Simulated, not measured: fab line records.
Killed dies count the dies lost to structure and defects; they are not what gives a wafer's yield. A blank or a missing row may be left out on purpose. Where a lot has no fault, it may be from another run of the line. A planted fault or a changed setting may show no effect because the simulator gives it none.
fab line records    flow gf180mcu
[record] lots = 6  wafers = 18  last-day = 34
route steps=602 shown M5@532 V5@540 TOP_METAL@567 PASSIVATION@602
lots that met no fault: from a run of the same line without faults
start-h: the number of hours between the record's first day and the start of the first shown wafer of the lot    wait-h: hours since the lot's step before    " identical to the entry in the row above    L1.1+2: several wafers, shown together as one row    - no value, or no start given    * or withheld: withheld    < > ~ a bound
route shown NAME@n: NAME is a module with steps in the file, n the number in the route of the first one    usual: mean/standard deviation of fault-free wafers    same: alike in all rows    chamber/n: place in a boat    sites: per-site readings    _std_site: the standard deviation of these    _edge_site: outer sites' mean less inner sites'    radius-mm: for every site, how far away it sits from the centre of the wafer    mask NAME#n: copy n    behind: tool/chamber where the wafer was last shaped    hold: why the lot was held/for how many hours/how that ended    device: the transistor (n, p or np) that didn't switch    end of line: the same wafers' tests at the end of the route    step lacking rows: just its recipe    killed: at the first sort, the dies lost to defects and structure; wafer yield is something else    map: dies across one wafer; x = killed, . = not, _ = none there
set.NAME: the setting that was run; set.NAME@STEP: the one run at that earlier step    model.NAME: the simulator's own value behind a step, which no gauge read
lots at some steps of the route; a table a step, a row a wafer
services: when a tool's chamber went out of use (start-h, in hours from the record's first day, below 0 if earlier), for how many hours, and the reason
[[steps]]
[step GF_M5_DEVELOP_06]
[recipe] develop-time-s = 60  dev-temp-c = 21
[step GF_M5_CD_MEAS_07]
[recipe] target-cd-nm = 280
[usual] cd-nm = 279.8/1.2
lot.wafer  tool       chamber  start-h  wait-h  cd-nm
L625.1     cd-sem-02  -        636.97   0.1     279.5
L625.2     "          -        "        "       280.3
L625.3     "          -        "        "       278.5
L627.2     cd-sem-02  -        651.83   0.1     279.4
L627.3     "          -        "        "       280.0
L627.6     "          -        "        "       280.0
L636.1     cd-sem-02  -        714.30   0.1     280.1
L636.4     "          -        "        "       280.5
L636.6     "          -        "        "       281.2
L639.1     cd-sem-01  -        736.11   0.1     279.3
L639.3     "          -        "        "       279.7
L639.4     "          -        "        "       278.6
L640.1     cd-sem-02  -        743.82   0.1     279.0
L640.2     "          -        "        "       278.1
L640.4     "          -        "        "       279.6
L642.2     cd-sem-01  -        755.53   0.1     279.0
L642.3     "          -        "        "       279.1
L642.5     "          -        "        "       279.0
[step GF_M5_OVL_MEAS_08]
[usual] M5_OVL = 0/5.8
lot.wafer  tool        chamber  start-h  wait-h  M5_OVL[nm]
L625.1     overlay-01  -        637.09   0.1     -8
L625.2     "           -        "        "       -7
L625.3     "           -        "        "       -10
L627.2     overlay-02  -        651.94   0.1     0
L627.3     "           -        "        "       -5
L627.6     "           -        "        "       -4
L636.1     overlay-01  -        714.42   0.1     -10
L636.4     "           -        "        "       -10
L636.6     "           -        "        "       -5
L639.1     overlay-01  -        736.23   0.1     -4
L639.3     "           -        "        "       -7
L639.4     "           -        "        "       -8
L640.1     overlay-02  -        743.94   0.1     3
L640.2     "           -        "        "       10
L640.4     "           -        "        "       10
L642.2     overlay-01  -        755.64   0.1     0
L642.3     "           -        "        "       -9
L642.5     "           -        "        "       -6
[step GF_M5_ETCH_09]
[recipe] chemistry = CF4/O2  target = Si3N4  target-depth-nm = 52  source-w = 800  bias-w = 150  pressure-mtorr = 150  cf4-flow-sccm = 80  O2_flow_sccm = 10  time-s = 11.6
[step GF_M5_METAL_ETCH_10]
[recipe] chemistry = Cl2/BCl3  mask-material = KrF  target-depth-nm = 627.5  stop-on = SiO2  pressure-mtorr = 8  icp-w = 800  bias-w = 140  Cl2_flow_sccm = 80  bcl3-flow-sccm = 40  time-s = 104.6
[step GF_M5_STRIP_11]
[recipe] chemistry = O2/N2  power-w = 1400  pressure-mtorr = 1500  platen-temp-c = 250  o2-flow-sccm = 3000  n2-flow-sccm = 300  overash-fraction = 0.5
[usual] drypump-motor-current-A = 5.5/0.38  heater-power-w = 330/53  oes-product-au = 0.545/0.0055  platen-temp-c = 250.00/0.18  strip-time-to-endpoint-s = 7.57/0.057
lot.wafer  tool             chamber  start-h  wait-h  drypump-motor-current-A  heater-power-w  oes-product-au  platen-temp-c  rf-hours-counter-h  strip-time-to-endpoint-s
L625.1     plasma-asher-02  1        637.27   0.1     5.2                      291             0.556           249.66         52                  7.57
L625.2     "                0        "        "       5.4                      315             0.546           250.07         52                  7.62
L625.3     "                0        "        "       5.4                      314             0.549           249.88         -                   7.60
L627.2     plasma-asher-02  0        652.10   0.1     5.4                      313             0.545           250.16         54                  7.63
L627.3     "                0        "        "       5.4                      315             0.560           249.93         -                   7.60
L627.6     "                0        "        "       5.4                      311             0.555           249.94         -                   7.54
L636.1     plasma-asher-03  1        714.70   0.2     6.4                      327             0.550           249.93         100                 7.67
L636.4     "                0        "        "       5.7                      322             0.554           250.25         -                   7.66
L636.6     "                0        "        "       5.6                      316             0.548           250.22         -                   7.65
L639.1     plasma-asher-03  1        736.40   0.1     6.3                      330             0.540           250.21         103                 7.54
L639.3     "                1        "        "       6.3                      327             0.552           250.15         -                   7.54
L639.4     "                0        "        "       5.6                      316             0.542           250.06         -                   7.52
L640.1     plasma-asher-02  1        744.11   0.1     5.2                      281             0.544           249.93         62                  7.62
L640.2     "                0        "        "       5.4                      317             0.542           250.15         62                  7.58
L640.4     "                0        "        "       5.4                      315             0.546           249.87         -                   7.66
L642.2     plasma-asher-03  1        755.80   0.1     6.3                      329             0.545           250.22         105                 7.60
L642.3     "                1        "        "       6.3                      335             0.550           249.84         -                   7.61
L642.5     "                0        "        "       5.7                      320             0.543           250.30         -                   7.58
[step GF_M5_STRIP_12]
[recipe] chemistry = post-etch-residue-remover  time-s = 1200  temp-c = 72.5
[step GF_M5_CLEAN_13]
[recipe] chemistry = DIW  dry = n2-spin
[step GF_V5_CVD_00]
[recipe] material = SiO2  target-thk-nm = 300  sigma-open-frac = 0.3  temp-c = 400  time-s = 50  sih4-flow-sccm = 60  pressure-mtorr = 6
[step GF_V5_THK_MEAS_01]
[recipe] reads = SiO2_of_V5_CVD_00
[usual] V5_CVD_00_THK = 299.4/2.9
lot.wafer  tool           chamber  start-h  wait-h  V5_CVD_00_THK[nm]
L625.1     film-metro-01  -        637.88   0.0     294.4
L625.2     "              -        "        "       295.4
L625.3     "              -        "        "       294.4
L627.2     film-metro-03  -        652.70   0.0     301.9
L627.3     "              -        "        "       299.6
L627.6     "              -        "        "       302.1
L636.1     film-metro-02  -        715.31   0.0     297.9
L636.4     "              -        "        "       295.0
L636.6     "              -        "        "       299.2
L639.1     film-metro-01  -        736.98   0.0     298.1
L639.3     "              -        "        "       302.9
L639.4     "              -        "        "       301.8
L640.1     film-metro-03  -        744.69   0.0     296.2
L640.2     "              -        "        "       296.6
L640.4     "              -        "        "       297.6
L642.2     film-metro-03  -        756.67   0.0     302.6
L642.3     "              -        "        "       294.5
L642.5     "              -        "        "       294.2
[step GF_V5_CVD_02]
[recipe] material = SiO2  target-thk-nm = 1450  precursor = TEOS  temp-c = 400  time-s = 163.28  rf-w = 600
[step GF_V5_THK_MEAS_03]
[recipe] reads = SiO2_of_V5_CVD_02
[usual] V5_CVD_02_THK = 1452/19
lot.wafer  tool           chamber  start-h  wait-h  V5_CVD_02_THK[nm]
L625.1     film-metro-02  -        638.05   0.1     1440
L625.2     "              -        "        "       1450
L625.3     "              -        "        "       1447
L627.2     film-metro-01  -        652.87   0.1     1430
L627.3     "              -        "        "       1443
L627.6     "              -        "        "       1464
L636.1     film-metro-03  -        715.48   0.1     1399
L636.4     "              -        "        "       1458
L636.6     "              -        "        "       1437
L639.1     film-metro-03  -        737.15   0.1     1432
L639.3     "              -        "        "       1413
L639.4     "              -        "        "       1459
L640.1     film-metro-02  -        744.86   0.1     1479
L640.2     "              -        "        "       1461
L640.4     "              -        "        "       1486
L642.2     film-metro-03  -        756.89   0.1     1430
L642.3     "              -        "        "       1454
L642.5     "              -        "        "       1451
[step GF_V5_CMP_04]
[recipe] material = SiO2  down-force-psi = 4  platen-rpm = 60  pad-velocity-m-s = 0.94248
[usual] motor-current-A = 12.5/1
lot.wafer  tool    chamber  start-h  wait-h  motor-current-A  model.SiO2_of_V5_CVD_02.thk-nm
L625.3     cmp-01  2        638.11   0.0     12.0             1064
L625.1     "       3        "        "       13.4             855.5
L625.2     "       1        "        "       12.4             1063
L627.3     cmp-01  2        653.02   0.1     12.3             1062
L627.2     "       3        "        "       13.2             1056
L627.6     "       1        "        "       12.3             855.2
L636.4     cmp-01  2        715.54   0.0     12.0             853.7
L636.1     "       3        "        "       13.0             855.6
L636.6     "       2        "        "       12.3             853.8
L639.3     cmp-02  3        737.26   0.1     13.3             855.9
L639.4     "       0        "        "       13.5             855.4
L639.1     "       1        "        "       10.9             855.4
L640.2     cmp-02  3        744.92   0.0     12.8             857.3
L640.4     "       1        "        "       10.5             856.6
L640.1     "       2        "        "       12.5             856.8
L642.3     cmp-01  2        756.99   0.1     12.3             854.4
L642.2     "       0        "        "       11.3             854.2
L642.5     "       1        "        "       12.1             855
[step GF_V5_BOW_MEAS_05]
[recipe] mode = bow
[usual] V5_BOW = 135/9.8
lot.wafer  tool           chamber  start-h  wait-h  V5_BOW[um]
L625.1     film-metro-01  -        638.41   0.2     138
L625.2     "              -        "        "       139
L625.3     "              -        "        "       147
L627.2     film-metro-01  -        653.24   0.1     151
L627.3     "              -        "        "       148
L627.6     "              -        "        "       137
L636.1     film-metro-01  -        715.84   0.2     131
L636.4     "              -        "        "       144
L636.6     "              -        "        "       142
L639.1     film-metro-03  -        737.51   0.1     132
L639.3     "              -        "        "       142
L639.4     "              -        "        "       141
L640.1     film-metro-03  -        745.22   0.1     134
L640.2     "              -        "        "       139
L640.4     "              -        "        "       142
L642.2     film-metro-01  -        757.26   0.1     127
L642.3     "              -        "        "       141
L642.5     "              -        "        "       133
[step GF_V5_DEHYDRATE_06]
[recipe] temp-c = 200  time-s = 60
[step GF_V5_HMDS_07]
[recipe] prime-time-s = 60  prime-temp-c = 120
[step GF_V5_COAT_08]
[recipe] resist = BARC  temp-c = withheld  time-s = withheld  spin-rpm = withheld  resist-thk-nm = withheld
[step GF_V5_COAT_09]
[recipe] resist = KrF  spin-rpm = withheld  resist-thk-nm = 1000
[step GF_V5_SOFTBAKE_10]
[recipe] temp-c = 130  time-s = 60  resist = KrF
[step GF_V5_EXPOSE_11]
[recipe] mask-id = Via5  target-cd-nm = 260  na = 0.68  source-shape = conventional  sigma-outer = 0.6  dose-mj = 38
[step GF_V5_PEB_12]
[recipe] peb-temp-c = 135  peb-time-s = 90  resist = KrF
[step GF_V5_DEVELOP_13]
[recipe] develop-time-s = 60  resist = KrF  dev-temp-c = 21
[step GF_V5_CD_MEAS_14]
[recipe] target-cd-nm = 260
[usual] cd-nm = 260.0/1.2
lot.wafer  tool       chamber  start-h  wait-h  cd-nm
L625.1     cd-sem-01  -        658.86   0.1     259.5
L625.2     "          -        "        "       259.8
L625.3     "          -        "        "       260.6
L627.2     cd-sem-02  -        672.92   0.1     259.5
L627.3     "          -        "        "       259.8
L627.6     "          -        "        "       259.9
L636.1     cd-sem-02  -        733.31   0.1     261.0
L636.4     "          -        "        "       259.4
L636.6     "          -        "        "       261.4
L639.1     cd-sem-02  -        754.71   0.1     259.2
L639.3     "          -        "        "       257.2
L639.4     "          -        "        "       258.0
L640.1     cd-sem-01  -        761.70   0.1     259.5
L640.2     "          -        "        "       259.6
L640.4     "          -        "        "       259.9
L642.2     cd-sem-02  -        773.08   0.1     261.0
L642.3     "          -        "        "       260.5
L642.5     "          -        "        "       262.2
[step GF_V5_OVL_MEAS_15]
[usual] V5_OVL = 0/4.6
lot.wafer  tool        chamber  start-h  wait-h  V5_OVL[nm]
L625.1     overlay-02  -        658.98   0.1     1
L625.2     "           -        "        "       4
L625.3     "           -        "        "       5
L627.2     overlay-01  -        673.02   0.1     7
L627.3     "           -        "        "       1
L627.6     "           -        "        "       1
L636.1     overlay-02  -        733.43   0.1     7
L636.4     "           -        "        "       7
L636.6     "           -        "        "       7
L639.1     overlay-02  -        754.83   0.1     -2
L639.3     "           -        "        "       3
L639.4     "           -        "        "       5
L640.1     overlay-01  -        761.82   0.1     -4
L640.2     "           -        "        "       -7
L640.4     "           -        "        "       -3
L642.2     overlay-01  -        773.19   0.1     -1
L642.3     "           -        "        "       8
L642.5     "           -        "        "       5
[step GF_V5_ETCH_16]
[recipe] chemistry = N2/H2  target-depth-a = withheld  overetch-a = withheld  time-s = withheld  target = BARC  ion-energy-ev = 200  source-w = 500  bias-w = 100  pressure-mtorr = 30  n2-flow-sccm = 100  h2-flow-sccm = 200
[usual] drypump-motor-current-A = 5.7/0.55  oes-product-au = 0.854/0.0046  throttle-valve-pct = 13.225/0.009
lot.wafer  tool         chamber  start-h  wait-h  drypump-motor-current-A  oes-product-au  throttle-valve-pct
L625.1     rie-diel-04  0        659.02   0.0     6.2                      0.854           13.219
L625.2     "            3        "        "       6.5                      0.850           13.220
L625.3     "            1        "        "       4.9                      0.847           13.224
L627.2     rie-diel-04  3        673.05   0.0     6.5                      0.855           13.225
L627.3     "            0        "        "       6.2                      0.853           13.225
L627.6     "            0        "        "       6.2                      0.862           13.219
L636.1     rie-diel-03  1        733.47   0.0     6.5                      0.861           13.231
L636.4     "            3        "        "       6.6                      0.861           13.233
L636.6     "            1        "        "       6.5                      0.857           13.217
L639.1     rie-diel-01  1        754.86   0.0     5.1                      0.852           13.226
L639.3     "            2        "        "       5.3                      0.854           13.223
L639.4     "            3        "        "       6.0                      0.852           13.242
L640.1     rie-diel-01  3        761.85   0.0     6.0                      0.849           13.230
L640.2     "            2        "        "       5.3                      0.851           13.232
L640.4     "            1        "        "       5.1                      0.855           13.239
L642.2     rie-diel-04  2        773.22   0.0     5.7                      0.851           13.233
L642.3     "            1        "        "       4.9                      0.856           13.217
L642.5     "            3        "        "       6.5                      0.855           13.239
[step GF_V5_ETCH_17]
[recipe] chemistry = C4F8/O2/Ar  mask-material = KrF  target = SiO2  stop-on = TiN  source-w = 1500  bias-w = 1200  pressure-mtorr = 40  c4f8-flow-sccm = withheld  O2_flow_sccm = 6  Ar_flow_sccm = 300  time-s = withheld  target-depth-a = 8550
[usual] oes-product-au = 0.859/0.0043
lot.wafer  tool         chamber  start-h  wait-h  oes-product-au  model.V5.feature-depth-nm  model.etch.depth-nm
L625.1     rie-diel-04  0        -        -       0.858           855.5                      855.5
L625.2     "            3        "        "       0.980           1063                       1063
L625.3     "            1        "        "       0.974           1064                       1064
L627.2     rie-diel-04  3        -        -       0.970           1056                       1056
L627.3     "            0        "        "       0.965           1062                       1062
L627.6     "            0        "        "       0.858           855.2                      855.2
L636.1     rie-diel-03  1        -        -       0.856           855.6                      855.6
L636.4     "            3        "        "       0.857           853.7                      853.7
L636.6     "            1        "        "       0.858           853.8                      853.8
L639.1     rie-diel-01  1        -        -       0.853           855.4                      855.4
L639.3     "            2        "        "       0.852           855.9                      855.9
L639.4     "            3        "        "       0.862           855.4                      855.4
L640.1     rie-diel-01  3        -        -       0.864           856.8                      856.8
L640.2     "            2        "        "       0.866           857.3                      857.3
L640.4     "            1        "        "       0.863           856.6                      856.6
L642.2     rie-diel-04  2        -        -       0.852           854.2                      854.2
L642.3     "            1        "        "       0.858           854.4                      854.4
L642.5     "            3        "        "       0.863           855                        855
[step GF_V5_STRIP_18]
[recipe] chemistry = O2/N2  power-w = 1400  pressure-mtorr = 1500  platen-temp-c = 250  o2-flow-sccm = 3000  n2-flow-sccm = 300  overash-fraction = 0.5
[step GF_V5_STRIP_19]
[recipe] chemistry = post-etch-residue-remover  time-s = 1200  temp-c = 72.5
[step GF_V5_CLEAN_20]
[recipe] chemistry = DIW  dry = n2-spin
[step GF_V5_SPUTTER_21]
[recipe] material = Ti  target-thk-nm = 15  chamber-pressure-pa = 5  power-w = 2500  substrate-temp-c = 200  time-s = 80.02
[usual] cathode-dc-power-W = 2499.9/0.4  throttle-valve-pct = 30.8/1.1
[same] time-s = 80.02
lot.wafer  tool            chamber  start-h  wait-h  cathode-dc-power-W  throttle-valve-pct
L625.1     pvd-sputter-02  -        659.73   0.0     2500.0              31.6
L625.2     "               -        "        "       2500.3              31.5
L625.3     "               -        "        "       2499.7              31.9
L627.2     pvd-sputter-02  -        673.81   0.0     2499.4              32.2
L627.3     "               -        "        "       2499.9              31.7
L627.6     "               -        "        "       2499.6              31.6
L636.1     pvd-sputter-02  -        734.16   0.0     2499.3              31.4
L636.4     "               -        "        "       2499.8              31.4
L636.6     "               -        "        "       2500.1              31.7
L639.1     pvd-sputter-04  -        755.55   0.0     2500.6              30.5
L639.3     "               -        "        "       2499.6              31.4
L639.4     "               -        "        "       2499.7              29.6
L640.1     pvd-sputter-03  -        762.97   0.0     2500.6              29.9
L640.2     "               -        "        "       2499.2              29.7
L640.4     "               -        "        "       2499.8              28.8
L642.2     pvd-sputter-03  -        773.90   0.0     2499.5              29.8
L642.3     "               -        "        "       2499.6              32.8
L642.5     "               -        "        "       2499.9              29.9
[step GF_V5_SPUTTER_22]
[recipe] material = TiN  target-thk-nm = 10  chamber-pressure-pa = 5  power-w = 4000  time-s = 40
[step GF_V5_CVD_23]
[recipe] material = W  target-thk-nm = 350  time-s = 104.9  temp-c = 400  pressure-torr = 40
[usual] heater-power-w = 920/130
[same] time-s = 104.9
lot.wafer  tool      chamber  start-h  wait-h  heater-power-w
L625.1     cvd-w-01  0        659.83   0.0     841
L625.2     "         1        "        "       882
L625.3     "         1        "        "       841
L627.2     cvd-w-01  0        673.91   0.0     822
L627.3     "         1        "        "       859
L627.6     "         0        "        "       820
L636.1     cvd-w-01  1        734.26   0.0     882
L636.4     "         1        "        "       860
L636.6     "         1        "        "       883
L639.1     cvd-w-02  0        755.65   0.0     1180
L639.3     "         1        "        "       905
L639.4     "         0        "        "       1142
L640.1     cvd-w-02  1        763.07   0.0     874
L640.2     "         0        "        "       1157
L640.4     "         0        "        "       1168
L642.2     cvd-w-02  0        774.00   0.0     1175
L642.3     "         1        "        "       893
L642.5     "         1        "        "       892
[step GF_V5_RS_MEAS_24]
[recipe] thk-meas-gauge = four-point-probe  reads = W_of_V5_CVD_23+TiN_of_V5_SPUTTER_22+Ti_of_V5_SPUTTER_21
[usual] V5_W_RS = 0.327/0.0035
lot.wafer  tool           chamber  start-h  wait-h  V5_W_RS[ohm/sq]
L625.1     film-metro-02  -        659.95   0.1     0.326
L625.2     "              -        "        "       0.321
L625.3     "              -        "        "       0.323
L627.2     film-metro-03  -        674.05   0.1     0.327
L627.3     "              -        "        "       0.323
L627.6     "              -        "        "       0.326
L636.1     film-metro-02  -        734.37   0.1     0.325
L636.4     "              -        "        "       0.320
L636.6     "              -        "        "       0.327
L639.1     film-metro-01  -        755.76   0.1     0.331
L639.3     "              -        "        "       0.334
L639.4     "              -        "        "       0.327
L640.1     film-metro-01  -        763.18   0.1     0.333
L640.2     "              -        "        "       0.330
L640.4     "              -        "        "       0.333
L642.2     film-metro-03  -        774.13   0.1     0.322
L642.3     "              -        "        "       0.331
L642.5     "              -        "        "       0.329
[step GF_V5_THK_MEAS_25]
[recipe] thk-meas-gauge = xrf  reads = W_of_V5_CVD_23
[usual] V5_W_THK = 354/4.9
lot.wafer  tool           chamber  start-h  wait-h  V5_W_THK[nm]
L625.1     film-metro-02  -        660.07   0.1     353
L625.2     "              -        "        "       358
L625.3     "              -        "        "       357
L627.2     film-metro-03  -        674.16   0.1     354
L627.3     "              -        "        "       363
L627.6     "              -        "        "       357
L636.1     film-metro-02  -        734.49   0.1     351
L636.4     "              -        "        "       356
L636.6     "              -        "        "       349
L639.1     film-metro-01  -        755.88   0.1     354
L639.3     "              -        "        "       351
L639.4     "              -        "        "       358
L640.1     film-metro-01  -        763.30   0.1     353
L640.2     "              -        "        "       354
L640.4     "              -        "        "       353
L642.2     film-metro-03  -        774.24   0.1     362
L642.3     "              -        "        "       353
L642.5     "              -        "        "       354
[step GF_V5_CMP_26]
[recipe] stop-on = SiO2  down-force-psi = 3.5  platen-rpm = 60  t-overpolish-s = 15  target-thk-nm = 0  pad-velocity-m-s = 0.94248
[usual] motor-current-A = 11.3/0.92
lot.wafer  tool    chamber  start-h  wait-h  motor-current-A  model.SiO2_of_V5_CVD_02.thk-nm
L625.3     cmp-01  1        660.18   0.1     11.2             1060
L625.2     "       2        "        "       11.0             1059
L625.1     "       3        "        "       11.4             851.7
L627.2     cmp-02  0        674.26   0.1     12.9             1052
L627.3     "       2        "        "       11.4             1058
L627.6     "       0        "        "       13.1             851.4
L636.4     cmp-02  1        734.55   0.0     10.3             849.9
L636.1     "       2        "        "       11.0             851.9
L636.6     "       2        "        "       11.4             850.1
L639.1     cmp-01  2        755.94   0.1     10.8             851.6
L639.4     "       3        "        "       12.0             851.6
L639.3     "       1        "        "       10.9             852.1
L640.4     cmp-02  3        763.56   0.2     11.7             852.8
L640.2     "       0        "        "       12.3             853.6
L640.1     "       2        "        "       11.3             853
L642.2     cmp-02  2        774.47   0.2     11.3             850.4
L642.3     "       3        "        "       12.0             850.6
L642.5     "       0        "        "       12.8             851.3
[step GF_TOP_METAL_SPUTTER_00]
[recipe] material = Ti  target-thk-nm = 37.5  arriving-ion-energy-ev = 80  substrate-temp-c = 200  chamber-pressure-pa = 2  power-w = 4000  time-s = 150
[usual] cathode-dc-power-W = 4000.1/0.69  throttle-valve-pct = 30.4/1.2
[same] time-s = 150
lot.wafer  tool            chamber  start-h  wait-h  cathode-dc-power-W  throttle-valve-pct
L625.1     pvd-sputter-01  -        660.43   0.1     4001.1              30.4
L625.2     "               -        "        "       3999.2              30.5
L625.3     "               -        "        "       3999.8              31.8
L627.2     pvd-sputter-01  -        674.51   0.2     3999.2              31.8
L627.3     "               -        "        "       4000.2              30.6
L627.6     "               -        "        "       3999.6              30.6
L636.1     pvd-sputter-04  -        734.85   0.2     4000.2              31.5
L636.4     "               -        "        "       4000.6              30.4
L636.6     "               -        "        "       4000.3              30.7
L639.1     pvd-sputter-04  -        756.24   0.2     3999.6              29.7
L639.3     "               -        "        "       4000.0              31.3
L639.4     "               -        "        "       4000.4              30.5
L640.1     pvd-sputter-03  -        763.86   0.1     4000.8              28.7
L640.2     "               -        "        "       3999.7              29.9
L640.4     "               -        "        "       4000.3              32.9
L642.2     pvd-sputter-01  -        774.67   0.1     4000.2              30.4
L642.3     "               -        "        "       4000.5              30.6
L642.5     "               -        "        "       3999.6              30.2
[step GF_PASSIVATION_PROBE_99]
lot.wafer  tool       chamber  start-h  wait-h  model.etest.via5-chain.rc-ohm
L625.1     prober-01  -        702.22   0.1     6.956
L625.2     prober-01  -        702.27   0.1     7.881
L625.3     prober-01  -        702.32   0.2     11.1
L627.2     prober-01  -        715.03   0.1     8.29
L627.3     prober-01  -        715.08   0.2     8.511
L627.6     prober-01  -        715.23   0.2     7.241
L636.1     prober-02  -        770.48   0.1     6.869
L636.4     prober-02  -        770.63   0.2     7.147
L636.6     prober-02  -        770.73   0.2     6.877
L639.1     prober-02  -        791.47   0.1     6.831
L639.3     prober-02  -        791.57   0.2     6.977
L639.4     prober-02  -        791.62   0.2     6.864
L640.1     prober-01  -        797.87   0.1     6.589
L640.2     prober-01  -        797.92   0.1     7.08
L640.4     prober-01  -        798.02   0.2     7.011
L642.2     prober-01  -        808.77   0.1     6.849
L642.3     prober-01  -        808.82   0.2     7.055
L642.5     prober-01  -        808.92   0.2     6.766
// killed by level:class
L636.1 STI:geometric-particle:open=5 STI:geometric-particle:short=4 V5:geometric-particle:open=4 CONTACT:geometric-particle:open=3 POLY_GATE:geometric-particle:short=2 M1:geometric-particle:short=2 V1:geometric-particle:short=2 V3:geometric-particle:open=2
L636.4 CONTACT:geometric-particle:open=6 V3:geometric-particle:open=5 STI:geometric-particle:open=3 STI:geometric-particle:short=3 V2:geometric-particle:open=3 V4:geometric-particle:open=3 V5:geometric-particle:open=3 POLY_GATE:geometric-particle:open=2
L636.6 CONTACT:geometric-particle:open=7 V1:geometric-particle:open=4 V3:geometric-particle:open=3 V5:geometric-particle:short=3 V5:geometric-particle:open=3 M2:geometric-particle:short=2 V2:geometric-particle:short=2 V2:geometric-particle:open=2
L639.1 V4:geometric-particle:open=6 CONTACT:geometric-particle:open=5 V3:geometric-particle:short=5 V5:geometric-particle:open=5 V2:geometric-particle:open=4 STI:geometric-particle:short=3 V1:geometric-particle:open=3 M4:geometric-particle:short=3
L639.3 V3:geometric-particle:open=5 STI:geometric-particle:open=4 V4:geometric-particle:open=4 STI:geometric-particle:short=3 CONTACT:geometric-particle:open=3 CONTACT:geometric-particle:short=3 V1:geometric-particle:open=3 V5:geometric-particle:short=3
L639.4 V1:geometric-particle:open=8 CONTACT:geometric-particle:open=6 M4:geometric-particle:short=5 V4:geometric-particle:open=4 M3:geometric-particle:short=4 M1:geometric-particle:short=3 POLY_GATE:geometric-particle:open=3 V2:geometric-particle:open=3
L640.1 V4:geometric-particle:open=5 STI:geometric-particle:short=4 CONTACT:geometric-particle:open=4 V1:geometric-particle:open=4 V2:geometric-particle:open=4 V3:geometric-particle:short=4 CONTACT:geometric-particle:short=3 V1:geometric-particle:short=3
L640.2 V1:geometric-particle:open=6 V2:geometric-particle:open=5 V3:geometric-particle:open=5 V4:geometric-particle:open=4 V5:geometric-particle:short=4 CONTACT:geometric-particle:open=3 M5:geometric-particle:short=3 POLY_GATE:geometric-particle:open=2
L640.4 V1:geometric-particle:open=6 V4:geometric-particle:open=6 V2:geometric-particle:open=5 V3:geometric-particle:open=5 STI:geometric-particle:short=4 STI:geometric-particle:open=4 CONTACT:geometric-particle:open=3 V3:geometric-particle:short=3
L642.2 CONTACT:geometric-particle:open=5 V2:geometric-particle:open=5 V3:geometric-particle:open=5 M1:geometric-particle:short=3 V4:geometric-particle:open=3 V5:geometric-particle:open=3 STI:geometric-particle:open=2 M3:geometric-particle:short=2
L642.3 V2:geometric-particle:open=8 CONTACT:geometric-particle:open=7 V1:geometric-particle:open=7 CONTACT:geometric-particle:short=5 V4:geometric-particle:open=4 M4:geometric-particle:short=4 STI:geometric-particle:short=3 POLY_GATE:geometric-particle:open=3
L642.5 V4:geometric-particle:open=7 V3:geometric-particle:open=6 V1:geometric-particle:open=5 CONTACT:geometric-particle:open=4 V2:geometric-particle:open=4 V5:geometric-particle:open=4 CONTACT:geometric-particle:short=3 V1:geometric-particle:short=3
[[services]]
tool            chamber  start-h  hours  kind
rie-diel-04     3        622.18   10.5   repair
cmp-01          -        623.89   3.5    repair
rie-diel-01     2        628.65   6.7    repair
rie-diel-04     1        644.84   6.1    repair
pvd-sputter-03  -        650.17   0.8    repair
cvd-w-02        -        657.25   2.8    pm
pvd-sputter-02  -        666.61   5.8    repair
rie-diel-04     1        672.71   1.7    repair
cvd-w-02        1        675.32   4.8    repair
pvd-sputter-03  -        679.61   3.4    repair
pvd-sputter-02  -        699.92   2.6    repair
pvd-sputter-04  -        700.99   1.0    repair
cmp-02          -        703.12   0.3    repair
cmp-01          -        706.92   5.5    pm
cmp-01          -        717.13   37.7   repair
cmp-02          -        718.95   0.6    repair
rie-diel-04     1        735.21   3.8    repair
cmp-02          -        746.16   4.0    pm
rie-diel-04     1        756.51   1.8    repair
cmp-01          -        760.01   4.5    repair
rie-diel-01     2        766.50   2.2    repair
cmp-02          -        768.78   0.8    repair
rie-diel-01     0        772.50   14.7   repair
cmp-01          -        774.05   6.6    pm
[[key]]
[first-sign] step = GF_V5_ETCH_17  reading = oes-product-au  direction = up  sigmas = 26  usual = 0.859  struck = 0.972
effect none on later readings
[model-effect] step = GF_V5_CMP_04  value = SiO2_of_V5_CVD_02.thk-nm  without = 855.1  struck = 1061
[model-effect] step = GF_V5_ETCH_17  value = V5.feature-depth-nm  without = 855.1  struck = 1061
[model-effect] step = GF_V5_CMP_26  value = SiO2_of_V5_CVD_02.thk-nm  without = 851.4  struck = 1057
[model-effect] step = GF_PASSIVATION_PROBE_99  value = etest.via5-chain.rc-ohm  without = 6.931  struck = 8.946
met-at GF_V5_CMP_04
struck-wafers L625.2,L625.3,L627.2,L627.3
sort-left-out L625.2,L625.3,L627.2,L627.3
[fault] kind = process-parameter-drift  tool = cmp-01  chamber = -  onset-h = 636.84  steps = GF_V5_CMP_04  channel = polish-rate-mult  offset = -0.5  shape = step  end-h = 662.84  scope = struck-wafers-only
// sort-left-out: the simulated sort isn't trusted on such a fault, so these wafers' sort isn't shown, and their yield isn't known
